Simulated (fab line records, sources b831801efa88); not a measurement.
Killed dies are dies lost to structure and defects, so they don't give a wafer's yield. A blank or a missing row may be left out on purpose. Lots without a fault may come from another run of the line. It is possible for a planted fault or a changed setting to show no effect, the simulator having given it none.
Which tool is to blame?    flow sky130    15 lots, 45 wafers sampled, at 3 steps of a route of 708

== WHAT THE GAUGES SHOWED, per wafer ==
SKY_VT_ADJUST_NCORE_OVL_MEAS_08.
lot   measured      on          VT_ADJUST_NCORE_OVL (nm)
L268  day 8 11:37   overlay-01  1.0 0.4 0.7
L269  day 8 20:04   overlay-01  1.7 1.1 0.7
L270  day 9 16:01   overlay-02  2.7 1.8 1.5
L271  day 9 20:04   overlay-01  0.5 1.7 -0.7
L274  day 10 16:17  overlay-02  -1.3 -2.9 -0.9
L275  day 10 19:28  overlay-02  2.3 -0.3 0.9
L276  day 11 01:26  overlay-02  -0.6 2.1 1.0
L277  day 11 15:43  overlay-02  -0.6 -0.6 -0.1
L278  day 11 19:31  overlay-01  -2.0 -1.2 -2.1
L279  day 11 20:21  overlay-01  -1.3 -2.6 0.8
L286  day 14 15:02  overlay-01  -1.3 -1.7 -2.1
L285  day 14 15:46  overlay-02  2.8 0.7 2.1
L287  day 14 18:28  overlay-01  2.6 3.3 3.3
L288  day 14 20:04  overlay-01  2.1 1.3 1.4
L290  day 15 18:56  overlay-01  0.7 0.7 0.9

SKY_VT_ADJUST_PCH_OVL_MEAS_07.
lot   measured      on          VT_ADJUST_PCH_OVL (nm)
L268  day 10 07:08  overlay-02  -0.8 0.0 0.6
L269  day 10 15:47  overlay-02  0.2 -1.0 -1.0
L270  day 11 12:12  overlay-02  2.1 1.7 2.6
L271  day 11 17:47  overlay-02  -1.0 -1.6 -0.5
L274  day 12 16:57  overlay-01  2.9 2.4 1.9
L275  day 12 20:23  overlay-01  -2.8 -0.3 -2.5
L276  day 13 02:42  overlay-02  0.3 1.7 2.8
L277  day 13 17:14  overlay-02  -2.6 -2.1 -2.5
L278  day 13 21:08  overlay-01  -0.2 -0.1 -0.3
L279  day 13 23:03  overlay-01  1.0 0.1 1.6
L286  day 16 22:09  overlay-01  0.8 -0.2 0.3
L285  day 16 23:45  overlay-01  0.4 0.0 -0.5
L287  day 17 02:24  overlay-01  3.2 2.7 2.5
L288  day 17 04:14  overlay-02  -0.9 -1.3 -0.8
L290  day 18 05:04  overlay-01  2.5 2.8 2.0

SKY_SONOS_TUNNEL_TW_MEAS_12.
lot   measured      on             SONOS_TUNNEL_TW
L268  day 11 07:13  film metro-02  201.7 200.5 200.0
L269  day 11 15:52  film metro-03  199.2 199.1 198.7
L270  day 12 13:50  film metro-03  198.4 197.5 198.4
L271  day 12 19:40  film metro-03  198.8 199.0 198.3
L274  day 13 18:13  film metro-02  199.9 199.8 200.6
L275  day 13 20:56  film metro-03  197.0 196.4 196.3
L276  day 14 03:50  film metro-03  198.3 198.3 199.1
L277  day 14 20:50  film metro-02  203.3 202.7 202.5
L278  day 14 23:59  film metro-04  201.2 201.5 199.5
L279  day 15 00:58  film metro-04  199.3 201.9 201.4
L286  day 18 03:50  film metro-03  198.5 197.7 198.4
L285  day 18 05:49  film metro-02  200.1 202.9 201.7
L287  day 18 08:07  film metro-04  201.2 202.2 201.9
L288  day 18 11:05  film metro-02  200.2 199.9 200.6
L290  day 19 12:51  film metro-04  199.5 198.8 199.6

== EACH LOT AND THE TOOL THAT RAN IT (in order: tool; ch and the chambers of the sampled wafers; start) ==
No process step before these readings appears in the record.

== AS READ BY THE TOOLS THEMSELVES (means over the sampled wafers that have a number; for cases with no such wafer, the mark the record gives instead) ==
The record holds no such reading with a usual standard deviation.

== THE ANSWER, worked out from the rows above alone ==
Rule: the usual values come from the lots themselves. Put in order of their means at a reading, lots are off if they are a third of the lots or fewer, leave a main group of 4 or more, and stand apart from it by a gap of 3 or more times the standard deviation of the main group's means; of several such gaps the widest counts. The tables above print the reading to a certain number of digits; a main group whose means all agree to those digits is not used. Also off: a lot with no number at a reading for which 4 or more lots have one. The other lots that the step has rows for count as sound. First the gauges in route order, then the tools' own readings, where a lot's mean is used as printed above. The first step at which some lot is off is used, and at that step the reading that is off furthest; a lot without a number counts as furthest.
Across all readings shown, no lot is off: no conclusion can be drawn from this.

== WHAT WAS PUT IN BY THE SIMULATOR ==
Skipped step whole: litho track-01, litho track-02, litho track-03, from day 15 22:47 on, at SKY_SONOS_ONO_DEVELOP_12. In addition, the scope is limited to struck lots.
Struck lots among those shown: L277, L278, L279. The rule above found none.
